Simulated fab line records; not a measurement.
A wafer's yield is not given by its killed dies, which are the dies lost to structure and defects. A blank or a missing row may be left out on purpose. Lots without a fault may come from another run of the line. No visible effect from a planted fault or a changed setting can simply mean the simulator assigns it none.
Code-filled problem report in 8D (eight disciplines) form | flow sky130 | the parts of the form that need people (team, actions taken, sign-off) are left out

1. WHAT IS WRONG
Mean of rfFwdPowerW at SKY_CAPM_CVD_00: 511.9 W across 6 wafers in 2 lots; on wafers with no fault it is 440.7 W (standard deviation 2.1). That is +34 standard deviations from the usual mean.
The step: deposits SiO2, target thk 15.5 nm.
The first sign was on wafer L618.1 at day 41 10:27, on pecvd-01. The record has a number at this step for 36 wafers belonging to 12 lots. Rule for "out", or "out of limits": more than 4 standard deviations from the usual mean. Any other wafer with a number is counted as sound.

2. WHAT IT IS AND WHAT IT IS NOT
question                    | is                     | is not
which readings at this step | rfFwdPowerW            | heaterPowerW
which lots                  | L618, L619             | L603, L604, L605, L606, L607, L608, L613, L621, L623, L624
which wafers of those lots  | all that have a number | -
read on which tools         | pecvd-01               | pecvd-03, pecvd-04
when                        | from day 41 10:27      | up to then (21 sound wafers); but 9 sound wafers of L621, L623, L624 came after

3. SUSPECTS, AND WHAT RULES EACH OUT
Counting: any tool at a process step up to the reading is kept as a suspect provided that every lot that is out went through it and no sound lot did after the first of them.
- pecvd-01 at SKY_CAPM_CVD_00 (deposits SiO2, target thk 15.5 nm): kept. All lots that are out passed through it, beginning with L618 at day 41 10:27, and no sound lot followed; its final sound lot before that point was L613 at day 40 09:44. Its own rfFwdPowerW readings are out on those wafers.
Remaining after the count: pecvd-01 at SKY_CAPM_CVD_00.

4. THE CAUSE (what the simulator had put in)
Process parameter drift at SKY_CAPM_CVD_00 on pecvd-01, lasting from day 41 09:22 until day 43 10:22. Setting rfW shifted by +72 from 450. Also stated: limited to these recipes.
The count eliminated every tool but this one.

5. THE EFFECT CHAIN, in route order
One row per reading whose mean, taken over the struck wafers that have a number, lies over 3 standard deviations from the usual. Readings are gone through only where the record gives a usual standard deviation; hours: the median, over the lots, of the time from a lot's start at the first step in this table giving one to that lot's start at this step; sigmas: the change measured in usual standard deviations.
hours | step            | reading     | usual   | on struck wafers | change | sigmas
0     | SKY_CAPM_CVD_00 | rfFwdPowerW | 440.7 W | 511.9            | +71.2  | +34
Process steps it contains:
- SKY_CAPM_CVD_00: deposits SiO2, target thk 15.5 nm.

6. HOW IT WOULD HAVE BEEN CAUGHT EARLIER
In this record the first reading out of limits was taken at day 41 10:27, 1 hour after the fault began at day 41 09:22.
